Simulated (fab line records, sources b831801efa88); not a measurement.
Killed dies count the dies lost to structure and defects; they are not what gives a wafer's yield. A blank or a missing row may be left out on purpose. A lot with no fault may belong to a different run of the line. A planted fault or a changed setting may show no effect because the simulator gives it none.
Matching of chambers -- flow gf180mcu -- GF_V1_CVD_02 on pecvd-02 has 3 sister chambers
The step deposits SiO2 from TEOS, target thk 850 nm, time 94.851 s. 3 wafers are shown with their chamber, then 6 later ones without.

WAFERS, EACH WITH ITS CHAMBER
wafer,chamber,heater power w (W)
L407.1,2,590
L407.4,0,398
L407.5,1,707

WAFERS WITH NO CHAMBER GIVEN
wafer,heater power w (W)
L408.2,486
L408.5,521
L408.6,587
L409.3,673
L409.4,677
L409.5,451

WHICH CHAMBER EACH ONE RAN IN
wafer,from the rows above,in truth
L408.2,can't be placed: 0 or 2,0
L408.5,can't be placed: 2 or 0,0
L408.6,2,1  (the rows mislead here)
L409.3,can't be placed: 1 or 2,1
L409.4,can't be placed: 1 or 2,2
L409.5,can't be placed: 0 or 2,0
Correct placement for 0 of the 6. Cannot be placed on the basis of these rows: 5; the candidates contain the true chamber in 5. 1 placed wrongly.
How it was worked out, from the rows above alone: a wafer's distance from a chamber is the root of the sum, over the readings, of the square of ((its reading less the chamber's mean) divided by the reading's scatter). If the next closest chamber is less than 2 further off than the closest, the wafer can't be placed; otherwise it belongs to the closest. The mean given for a chamber averages the wafers shown for that chamber. The scatter (one wafer shown for each chamber): square how far every hidden wafer sits from the nearest shown wafer, average those squares and take the square root.
